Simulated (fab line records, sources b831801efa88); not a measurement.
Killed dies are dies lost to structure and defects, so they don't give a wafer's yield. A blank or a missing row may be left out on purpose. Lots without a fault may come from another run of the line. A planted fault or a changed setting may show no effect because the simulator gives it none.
A struck lot beside a sound one | flow sfq_line | 14 steps out of a route of 325
Sound: wafers L853.1, L853.2, L853.3. Struck: wafers L850.2, L850.5, L850.6. The cause comes at the end.
At each step with rows: each side's tool, then ch and its chambers, then its first start. Under that, the readings that differ: sound wafers | struck wafers | difference of the means | sigmas: that difference in standard deviations of wafers without a fault.
alike: readings whose means differ by less than 2 such deviations, and words and numbers that are the same on both sides. not compared: withheld readings, readings that some wafer has no value for, bounds like >300 that may hide the same value, and numbers for which the record gives no deviation and whose values overlap.
The two part at a step that has a row with sigmas, a row that says differs or no value, or rows on one side only. Numbers that don't overlap but have no deviation are shown without sigmas and don't part them. A reading that every wafer of one side lacks parts them only if that side has two wafers or more.

SFQ_TRILAYER_M6_BARC_OPEN_METAL_ETCH_206: etches BARC in O2, target depth 125 nm, time 41.7 s.
  sound on rie_metal-01 ch 0,1, day 81 18:44; struck on rie_metal-01 ch 0,1, day 76 07:02
  alike: drypump_motor_current_A, oes_product_au, rf_fwd_power_W
  not compared: rf_hours_counter_h
SFQ_TRILAYER_M6_ETCH_METAL_ETCH_162: etches Nb in Cl2/Ar, stops on SiO2, target depth 240 nm, time 120 s.
  sound on rie_metal-01 ch 0,1, day 81 18:47; struck on rie_metal-01 ch 0,1, day 76 07:05
  alike: drypump_motor_current_A, oes_product_au, rf_fwd_power_W
  not compared: rf_hours_counter_h
SFQ_TRILAYER_M6_STRIP_STRIP_163: strips in O2.
  sound on rie_metal-01 ch 0,1, day 81 18:55; struck on rie_metal-01 ch 0,1, day 76 07:13
  alike: drypump_motor_current_A, oes_product_au
  not compared: rf_hours_counter_h
then, 1 step without rows for these wafers: SFQ_TRILAYER_M6_STRIP_SOLV_CLEAN_164 (cleans in NMP, time 600 s).
SFQ_TRILAYER_I6_DEP_PECVD_165: deposits SiO2 from SiH4/N2O, time 111.11 s, target thk 500 nm.
  sound on pecvd-01 ch 0,1,2, day 81 19:41; struck on pecvd-01 ch 0,1,2, day 76 07:59
  alike: heater_power_w, rf_fwd_power_W, throttle_valve_pct
  not compared: since_wet_clean_h
then, 1 step without rows for these wafers: SFQ_TRILAYER_I6_CMP_CMP_166 (polishes SiO2).
SFQ_I6_BOW_MEAS_941:
  sound on film_metro-01, day 81 23:22; struck on film_metro-04, day 76 14:26
  alike: I6_BOW
SFQ_TRILAYER_I6_METRO_MEASURE_167:
  sound on film_metro-01, day 81 23:29; struck on film_metro-04, day 76 14:44
  reading     | sound             | struck            | difference | sigmas
  thk_nm (nm) | 199.7 199.2 198.3 | 200.2 201.0 201.8 | +1.9       | +2
then, 4 steps without rows for these wafers: SFQ_TRILAYER_I6_VIA_LITHO_COAT_174 (resist thk 62 nm); SFQ_TRILAYER_I6_VIA_LITHO_COAT_169 (resist thk 650 nm); SFQ_TRILAYER_I6_VIA_LITHO_SOFTBAKE_173; SFQ_TRILAYER_I6_VIA_LITHO_EXPOSE_170 (exposes mask I6, target cd 700 nm).
-- the record jumps here: 4 days lie between the struck wafers' starts before and after --
SFQ_TRILAYER_I6_VIA_LITHO_PEB_172: peb time 60 s.
  sound on litho_track-03 ch 0, day 82 06:01; struck on litho_track-01, day 80 16:01
  no value came back on the struck wafers for chill_plate_temp_C (C), exhaust_pa (Pa); on the sound wafers chill_plate_temp_C (C) reads 22.96 23.13 23.04
then, 1 step without rows for these wafers: SFQ_TRILAYER_I6_VIA_LITHO_DEVELOP_171 (time 60 s).

WHERE THEY PART
First at SFQ_TRILAYER_I6_METRO_MEASURE_167; last, within this record, at SFQ_TRILAYER_I6_VIA_LITHO_PEB_172.

WHY: what the simulator had put in
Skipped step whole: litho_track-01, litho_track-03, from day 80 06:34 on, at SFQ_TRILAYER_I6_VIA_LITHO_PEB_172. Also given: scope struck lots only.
